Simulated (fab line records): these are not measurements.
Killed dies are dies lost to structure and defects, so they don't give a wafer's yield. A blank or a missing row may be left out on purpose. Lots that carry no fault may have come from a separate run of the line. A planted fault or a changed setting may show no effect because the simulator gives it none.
fab line records | flow sky130
[record] lots = 6 | wafers = 18 | lastDay = 50
route steps=708 shown SONOS_ONO@186 GATE_OXIDE@187 PAD_OPEN@708
lots that met no fault: from a run of the same line without faults
startH: the number of hours between the record's first day and the start of the first shown wafer of the lot | waitH: hours from the lot's prior step to this one | " repeats the value in the row above | L1.1+2: several wafers, shown together as one row | - either no value or no given start | * or withheld: withheld | < > ~ a bound
route shown NAME@n: NAME is a module with steps in the file, n the number in the route of the first one | usual: mean/standard deviation of fault-free wafers | same: alike in all rows | chamber/n: place in a boat | sites: per-site readings | _std_site: the values' standard deviation | _edge_site: outer sites' mean less inner sites' | radiusMm: for every site, how far away it sits from the centre of the wafer | mask NAME#n: copy n | behind: tool/chamber where the wafer was last shaped | hold: reason for holding the lot/hours on hold/outcome of the hold | device: which transistor (n, p or np) failed to switch | end of line: at the end of the route, the tests of the same wafers | a step with no rows: only its recipe | killed: dies that structure and defects cost at the first sort, which is not the same as the wafer's yield | map: the dies of a wafer, with x for killed, . for not killed, _ for no die there
set.NAME: the setting the step ran with; set.NAME@STEP: the setting that earlier step ran with | model.NAME: the simulator's own value behind a step, which no gauge read
lots seen at some steps along the route; tables by step, rows by wafer
services: the hour from which a tool's chamber was out of use, counted from the record's first day as startH (under 0 if before that day), plus the number of hours and why
[[steps]]
[step SKY_SONOS_ONO_WET_ETCH_18]
[recipe] chemistry = H3PO4 | targetDepthNm = 15 | target = Si3N4 | tempC = 160 | timeS = 172
[step SKY_GATE_OXIDE_CLEAN_00]
[recipe] chemistry = SC1/SC2 | mix = 1:4:20 | tempC = 70 | timeS = 150 | dry = n2Spin
[step SKY_GATE_OXIDE_OXIDATION_01]
[recipe] tempC = 900 | ambient = O2 | stabiliseS = 600 | purgeS = 300 | targetThkA = 102.68 | oxTimeS = 1473
[step SKY_GATE_OXIDE_THK_MEAS_02]
[recipe] reads = SiO2_of_GATE_OXIDE_OXIDATION_01
[usual] GATE_OXIDE_OXIDATION_00_THK = 10.33/0.2
lot.wafer | tool         | chamber | startH | waitH | GATE_OXIDE_OXIDATION_00_THK[nm]
L968.1    | filmMetro-02 | -       | 302.02 | 0.0   | 10.36
L968.2    | "            | -       | "      | "     | 10.49
L968.4    | "            | -       | "      | "     | 10.58
L969.1    | filmMetro-03 | -       | 302.04 | 0.0   | 10.34
L969.4    | "            | -       | "      | "     | 10.44
L969.6    | "            | -       | "      | "     | 10.39
L975.2    | filmMetro-02 | -       | 346.16 | 0.0   | 10.59
L975.3    | "            | -       | "      | "     | 10.50
L975.4    | "            | -       | "      | "     | 10.49
L976.2    | filmMetro-03 | -       | 356.41 | 0.0   | 10.63
L976.4    | "            | -       | "      | "     | 10.39
L976.5    | "            | -       | "      | "     | 10.49
L986.1    | filmMetro-02 | -       | 445.46 | 0.0   | 10.21
L986.2    | "            | -       | "      | "     | 10.18
L986.5    | "            | -       | "      | "     | 10.23
L989.3    | filmMetro-02 | -       | 465.41 | 0.0   | 10.08
L989.4    | "            | -       | "      | "     | 10.09
L989.6    | "            | -       | "      | "     | 10.02
[step SKY_GATE_OXIDE_DEHYDRATE_03]
[recipe] tempC = 200 | timeS = 60
[step SKY_GATE_OXIDE_HMDS_04]
[recipe] primeTimeS = 60 | primeTempC = 120
[step SKY_GATE_OXIDE_COAT_05]
[recipe] resist = NOVOLAK | spinRpm = 3000 | resistThkNm = 1140
[step SKY_GATE_OXIDE_SOFTBAKE_06]
[recipe] tempC = 90 | timeS = 60 | resist = NOVOLAK
[step SKY_GATE_OXIDE_EXPOSE_07]
[recipe] maskId = LVOM | na = 0.6 | sourceShape = conventional | sigmaOuter = 0.6 | polarization = unpolarized | targetCdNm = 600 | doseMj = 170
[step SKY_GATE_OXIDE_PEB_08]
[recipe] tempC = withheld | timeS = * | resist = NOVOLAK
[step SKY_GATE_OXIDE_DEVELOP_09]
[recipe] resist = NOVOLAK | developer = TMAH | developTimeS = 60 | devTempC = 23
[step SKY_GATE_OXIDE_OVL_MEAS_10]
[usual] GATE_OXIDE_OVL = -0.7/1.3
lot.wafer | tool       | chamber | startH | waitH | GATE_OXIDE_OVL[nm]
L968.1    | overlay-01 | -       | 327.52 | 0.1   | -1.0
L968.2    | "          | -       | "      | "     | -0.5
L968.4    | "          | -       | "      | "     | -0.2
L969.1    | overlay-01 | -       | 328.04 | 0.1   | -2.3
L969.4    | "          | -       | "      | "     | -1.1
L969.6    | "          | -       | "      | "     | 0.1
L975.2    | overlay-02 | -       | 373.53 | 0.1   | -0.4
L975.3    | "          | -       | "      | "     | -1.8
L975.4    | "          | -       | "      | "     | -1.2
L976.2    | overlay-01 | -       | 384.66 | 0.1   | -2.5
L976.4    | "          | -       | "      | "     | -0.9
L976.5    | "          | -       | "      | "     | -2.2
L986.1    | overlay-01 | -       | 476.05 | 0.1   | -0.4
L986.2    | "          | -       | "      | "     | -0.2
L986.5    | "          | -       | "      | "     | 0.4
L989.3    | overlay-01 | -       | 495.12 | 0.1   | 0.2
L989.4    | "          | -       | "      | "     | 1.5
L989.6    | "          | -       | "      | "     | -0.8
[step SKY_GATE_OXIDE_IMPLANT_11]
[recipe] species = B | energyKev = 10 | doseCm2 = 2.6e+12 | tiltDeg = withheld
[usual] beamEnergyKeV = 10.000/0.0034
lot.wafer | tool         | chamber | startH | waitH | beamEnergyKeV | model.implant.rpNm | model.implant.drpNm
L968.1    | implanter-03 | 0       | 327.56 | 0.0   | 10.002        | 33.93              | 17.11
L968.2    | "            | 0       | "      | "     | 10.001        | 33.93              | 17.11
L968.4    | "            | 0       | "      | "     | 9.999         | 33.93              | 17.11
L969.1    | implanter-02 | 0       | 328.08 | 0.0   | 10.000        | 33.32              | 17.11
L969.4    | "            | 0       | "      | "     | 10.003        | 33.32              | 17.11
L969.6    | "            | 0       | "      | "     | 10.005        | 33.32              | 17.11
L975.2    | implanter-02 | 0       | 373.58 | 0.0   | 11.149        | 37.78              | 18.48
L975.3    | "            | 0       | "      | "     | 11.140        | 37.78              | 18.48
L975.4    | "            | 0       | "      | "     | 11.145        | 37.78              | 18.48
L976.2    | implanter-02 | 0       | 384.72 | 0.0   | 11.142        | 36.31              | 18.48
L976.4    | "            | 0       | "      | "     | 11.147        | 36.31              | 18.48
L976.5    | "            | 0       | "      | "     | 11.147        | 36.31              | 18.48
L986.1    | implanter-03 | 0       | 476.09 | 0.0   | 9.997         | 31.93              | 17.11
L986.2    | "            | 0       | "      | "     | 9.998         | 31.93              | 17.11
L986.5    | "            | 0       | "      | "     | 10.002        | 31.93              | 17.11
L989.3    | implanter-01 | 0       | 495.19 | 0.1   | 9.997         | 33.25              | 17.11
L989.4    | "            | 0       | "      | "     | 10.001        | 33.25              | 17.11
L989.6    | "            | 0       | "      | "     | 10.001        | 33.25              | 17.11
[step SKY_GATE_OXIDE_WET_ETCH_12]
[recipe] chemistry = dHF | targetDepthNm = 16.8 | dry = n2Spin | target = SiO2 | dilution = 100:1 | tempC = 25 | timeS = 336
[step SKY_PAD_OPEN_PROBE_99]
[usual] killed_at_M0_to_M3 = 43/7.6 | killed_at_M4_up = 2.9/1.7 | killedAtContacts = 24/5.5 | killedAtFrontEnd = 15/4.2 | killedAtOther = 0.3/0.52 | killedDies = 86/9.4 | killedOnRim = 17/4 | killedOpen = 47/7 | killedShort = 39/6.4
[same] grossDies = 492 | killedAtBackSide = 0
lot.wafer | tool      | chamber | startH  | waitH | killed_at_M0_to_M3 | killed_at_M4_up | killedAtContacts | killedAtFrontEnd | killedAtOther | killedDies | killedOnRim | killedOpen | killedShort | model.etest.pfet_01v8_lvt.offLog10AUm | model.etest.pfet_01v8_lvt.vtSatV | model.etest.pfet_01v8_lvt.vtV | model.etest.pfet_01v8_lvt.vtLongV | model.etest.nfet_01v8_lvt.vtLongV | model.etest.pfet_01v8.bodyRiseV | model.etest.pfet_01v8_lvt.bodyRiseV
L968.1    | prober-02 | -       | 1089.23 | 0.1   | 46                 | 3               | 35               | 18               | 0             | 102        | 21          | 59         | 42          | -9.053                                | -0.4543                          | -0.5415                       | -0.6565                           | 0.4389                            | -0.1865                         | -0.2033
L968.2    | prober-02 | -       | 1089.28 | 0.1   | 52                 | 4               | 25               | 11               | 1             | 93         | 14          | 51         | 40          | -8.958                                | -0.4568                          | -0.5437                       | -0.6587                           | 0.4395                            | -0.1899                         | -0.2051
L968.4    | prober-02 | -       | 1089.38 | 0.2   | 67                 | 2               | 27               | 13               | 0             | 109        | 27          | 57         | 52          | -8.958                                | -0.4559                          | -0.5429                       | -0.6585                           | 0.4369                            | -0.1866                         | -0.2011
L969.1    | prober-01 | -       | 1091.23 | 0.1   | 42                 | 4               | 18               | 18               | 2             | 84         | 19          | 45         | 39          | -8.87                                 | -0.4481                          | -0.5403                       | -0.6598                           | 0.4298                            | -0.182                          | -0.1984
L969.4    | prober-01 | -       | 1091.38 | 0.2   | 52                 | 1               | 30               | 13               | 0             | 96         | 14          | 58         | 38          | -9.055                                | -0.4601                          | -0.5503                       | -0.6638                           | 0.4344                            | -0.1841                         | -0.1971
L969.6    | prober-01 | -       | 1091.48 | 0.2   | 56                 | 1               | 25               | 20               | 0             | 102        | 18          | 59         | 43          | -9.165                                | -0.459                           | -0.5491                       | -0.6656                           | 0.4353                            | -0.1864                         | -0.1983
L975.2    | prober-02 | -       | 1122.53 | 0.1   | 49                 | 4               | 18               | 14               | 1             | 86         | 20          | 44         | 40          | -8.331                                | -0.4332                          | -0.5302                       | -0.6516                           | 0.4324                            | -0.1877                         | -0.2102
L975.3    | prober-02 | -       | 1122.58 | 0.2   | 44                 | 1               | 26               | 15               | 0             | 86         | 15          | 49         | 35          | -8.516                                | -0.431                           | -0.5269                       | -0.647                            | 0.434                             | -0.1836                         | -0.2079
L975.4    | prober-02 | -       | 1122.63 | 0.2   | 38                 | 2               | 34               | 16               | 0             | 90         | 16          | 54         | 36          | -8.474                                | -0.436                           | -0.5315                       | -0.6479                           | 0.434                             | -0.1832                         | -0.2091
L976.2    | prober-01 | -       | 1130.69 | 0.1   | 50                 | 2               | 19               | 10               | 0             | 81         | 15          | 40         | 41          | -8.243                                | -0.3878                          | -0.4903                       | -0.6159                           | 0.4375                            | -0.1872                         | -0.2091
L976.4    | prober-01 | -       | 1130.79 | 0.2   | 43                 | 7               | 25               | 18               | 1             | 94         | 22          | 41         | 52          | -7.949                                | -0.3841                          | -0.4884                       | -0.6129                           | 0.4347                            | -0.1852                         | -0.2085
L976.5    | prober-01 | -       | 1130.84 | 0.2   | 30                 | 4               | 37               | 16               | 0             | 87         | 14          | 51         | 36          | -8.223                                | -0.3867                          | -0.4941                       | -0.6171                           | 0.4295                            | -0.1829                         | -0.2061
L986.1    | prober-01 | -       | 1185.35 | 0.1   | 41                 | 3               | 28               | 28               | 1             | 101        | 15          | 53         | 48          | -8.848                                | -0.4316                          | -0.5189                       | -0.638                            | 0.4541                            | -0.1921                         | -0.2098
L986.2    | prober-01 | -       | 1185.40 | 0.1   | 59                 | 4               | 23               | 19               | 0             | 105        | 17          | 58         | 45          | -8.738                                | -0.4337                          | -0.5225                       | -0.6399                           | 0.4505                            | -0.1913                         | -0.2099
L986.5    | prober-01 | -       | 1185.55 | 0.2   | 45                 | 3               | 20               | 16               | 0             | 84         | 14          | 46         | 38          | -8.867                                | -0.4285                          | -0.5169                       | -0.6306                           | 0.4564                            | -0.1941                         | -0.2101
L989.3    | prober-02 | -       | 1195.98 | 0.2   | 36                 | 5               | 30               | 11               | 1             | 83         | 17          | 53         | 30          | -8.841                                | -0.4423                          | -0.5336                       | -0.6513                           | 0.4294                            | -0.1811                         | -0.202
L989.4    | prober-02 | -       | 1196.03 | 0.2   | 37                 | 2               | 23               | 13               | 1             | 76         | 14          | 41         | 33          | -8.759                                | -0.4315                          | -0.5242                       | -0.6441                           | 0.4436                            | -0.1841                         | -0.2036
L989.6    | prober-02 | -       | 1196.13 | 0.2   | 34                 | 2               | 24               | 16               | 1             | 77         | 16          | 40         | 36          | -8.724                                | -0.4372                          | -0.5269                       | -0.644                            | 0.4331                            | -0.1844                         | -0.2049
// killed by level:class
L968.1 LI_CONTACT:geometricParticle:open=12 CONTACT:geometricParticle:open=11 VIA1:geometricParticle:open=10 VIA1:geometricParticle:short=7 VIA2:geometricParticle:open=6 FIELD_ISO:geometricParticle:short=5 POLY_GATE:geometricParticle:open=5 CONTACT:geometricParticle:short=5
L968.2 VIA1:geometricParticle:open=14 VIA3:geometricParticle:open=13 CONTACT:geometricParticle:open=11 METAL2:geometricParticle:short=8 FIELD_ISO:geometricParticle:short=4 VIA2:geometricParticle:open=4 LOCAL_INTERCONNECT:geometricParticle:short=4 CONTACT:geometricParticle:short=4
L968.4 VIA1:geometricParticle:open=17 VIA2:geometricParticle:open=10 METAL1:geometricParticle:short=9 VIA1:geometricParticle:short=9 CONTACT:geometricParticle:short=8 CONTACT:geometricParticle:open=8 LI_CONTACT:geometricParticle:open=7 VIA3:geometricParticle:short=6
L969.1 CONTACT:geometricParticle:open=10 VIA1:geometricParticle:short=10 VIA1:geometricParticle:open=8 FIELD_ISO:geometricParticle:open=7 VIA3:geometricParticle:open=7 METAL2:geometricParticle:short=7 FIELD_ISO:geometricParticle:short=5 VIA2:geometricParticle:open=5
L969.4 VIA1:geometricParticle:open=14 CONTACT:geometricParticle:open=13 VIA2:geometricParticle:open=9 LI_CONTACT:geometricParticle:open=7 VIA3:geometricParticle:open=7 METAL1:geometricParticle:short=6 POLY_GATE:geometricParticle:short=5 CONTACT:geometricParticle:short=5
L969.6 LI_CONTACT:geometricParticle:open=11 METAL1:geometricParticle:short=10 VIA2:geometricParticle:open=9 CONTACT:geometricParticle:open=8 VIA1:geometricParticle:open=8 VIA3:geometricParticle:open=6 FIELD_ISO:geometricParticle:short=5 METAL2:geometricParticle:short=5
L975.2 VIA3:geometricParticle:open=9 CONTACT:geometricParticle:open=8 METAL2:geometricParticle:short=7 VIA1:geometricParticle:open=7 VIA2:geometricParticle:open=6 FIELD_ISO:geometricParticle:short=4 CONTACT:geometricParticle:short=4 METAL1:geometricParticle:short=4
L975.3 VIA2:geometricParticle:open=12 CONTACT:geometricParticle:open=12 METAL2:geometricParticle:short=7 CONTACT:geometricParticle:short=6 VIA3:geometricParticle:open=5 FIELD_ISO:geometricParticle:short=4 VIA1:geometricParticle:open=4 LOCAL_INTERCONNECT:geometricParticle:short=4
L975.4 CONTACT:geometricParticle:open=16 VIA3:geometricParticle:open=9 VIA1:geometricParticle:open=8 LI_CONTACT:geometricParticle:open=7 CONTACT:geometricParticle:short=7 FIELD_ISO:geometricParticle:short=5 METAL2:geometricParticle:short=5 FIELD_ISO:geometricParticle:open=4
L976.2 METAL1:geometricParticle:short=11 VIA1:geometricParticle:open=11 VIA3:geometricParticle:open=9 LOCAL_INTERCONNECT:geometricParticle:short=7 CONTACT:geometricParticle:open=6 METAL2:geometricParticle:short=5 VIA2:geometricParticle:open=5 LI_CONTACT:geometricParticle:open=4
L976.4 VIA1:geometricParticle:open=9 METAL1:geometricParticle:short=8 CONTACT:geometricParticle:short=7 VIA2:geometricParticle:open=7 FIELD_ISO:geometricParticle:short=6 LOCAL_INTERCONNECT:geometricParticle:short=6 CONTACT:geometricParticle:open=6 METAL2:geometricParticle:short=6
L976.5 CONTACT:geometricParticle:open=22 POLY_GATE:geometricParticle:short=7 VIA2:geometricParticle:open=6 LI_CONTACT:geometricParticle:open=5 LOCAL_INTERCONNECT:geometricParticle:short=4 CONTACT:geometricParticle:short=4 METAL2:geometricParticle:short=4 VIA3:geometricParticle:open=4
L986.1 POLY_GATE:geometricParticle:short=10 VIA1:geometricParticle:open=10 CONTACT:geometricParticle:open=9 LI_CONTACT:geometricParticle:open=8 VIA2:geometricParticle:short=6 POLY_GATE:geometricParticle:open=6 FIELD_ISO:geometricParticle:short=5 LOCAL_INTERCONNECT:geometricParticle:short=5
L986.2 VIA1:geometricParticle:open=19 VIA3:geometricParticle:open=13 LOCAL_INTERCONNECT:geometricParticle:short=8 VIA1:geometricParticle:short=8 VIA2:geometricParticle:open=6 FIELD_ISO:geometricParticle:open=5 METAL1:geometricParticle:short=5 LI_CONTACT:geometricParticle:open=4
L986.5 VIA1:geometricParticle:open=10 METAL1:geometricParticle:short=7 VIA1:geometricParticle:short=7 VIA3:geometricParticle:open=7 POLY_GATE:geometricParticle:open=6 CONTACT:geometricParticle:open=6 VIA2:geometricParticle:open=5 LOCAL_INTERCONNECT:geometricParticle:short=4
L989.3 LI_CONTACT:geometricParticle:open=13 CONTACT:geometricParticle:open=8 VIA1:geometricParticle:open=8 VIA1:geometricParticle:short=7 VIA3:geometricParticle:open=6 VIA2:geometricParticle:open=5 POLY_GATE:geometricParticle:open=4 CONTACT:geometricParticle:short=4
L989.4 VIA3:geometricParticle:open=10 CONTACT:geometricParticle:short=7 METAL2:geometricParticle:short=7 LI_CONTACT:geometricParticle:open=6 CONTACT:geometricParticle:open=5 VIA1:geometricParticle:open=5 VIA2:geometricParticle:open=4 FIELD_ISO:geometricParticle:open=3
L989.6 CONTACT:geometricParticle:short=8 CONTACT:geometricParticle:open=7 VIA2:geometricParticle:open=6 VIA1:geometricParticle:open=6 VIA3:geometricParticle:open=5 METAL2:geometricParticle:short=5 FIELD_ISO:geometricParticle:open=4 SPACER:geometricParticle:short=4
[[services]]
tool         | chamber | startH | hours | kind
implanter-03 | -       | 316.27 | 5.9   | repair
implanter-03 | -       | 317.81 | 1.9   | repair
implanter-02 | -       | 325.12 | 0.6   | repair
implanter-03 | -       | 338.10 | 2.6   | repair
implanter-03 | -       | 340.23 | 2.8   | repair
implanter-03 | -       | 346.04 | 9.6   | pm
implanter-02 | -       | 376.37 | 3.1   | pm
implanter-03 | -       | 405.20 | 1.7   | repair
implanter-03 | -       | 464.57 | 4.0   | pm
implanter-01 | -       | 489.97 | 2.3   | pm
[[key]]
[firstSign] step = SKY_GATE_OXIDE_IMPLANT_11 | reading = beamEnergyKeV | direction = up | sigmas = 99+ | usual = * | struck = *
effect none on later readings
[modelEffect] step = SKY_GATE_OXIDE_IMPLANT_11 | value = implant.rpNm | without = 33.27 | struck = 37.04
[modelEffect] step = SKY_PAD_OPEN_PROBE_99 | value = etest.pfet_01v8_lvt.offLog10AUm | without = -8.86 | struck = -8.289
metAt SKY_GATE_OXIDE_IMPLANT_11
struckWafers L975.2,L975.3,L975.4,L976.2,L976.4,L976.5
testerLeftOut L975,L976
onsetBetween 328.08 373.58
[fault] kind = processParameterDrift | tool = implanter-02 | chamber = - | onsetH = 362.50 | steps = SKY_GATE_OXIDE_IMPLANT_11 | channel = energyKev | offset = * | shape = step | endH = 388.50 | actsIn = * | stated = *
// testerLeftOut: of these lots the tester's yield and bins aren't shown, on N5 and GAA mostly nor the transistor test; their killed dies are dies lost to structure and defects alone, not to doping, threshold or leakage, so they don't give the yield
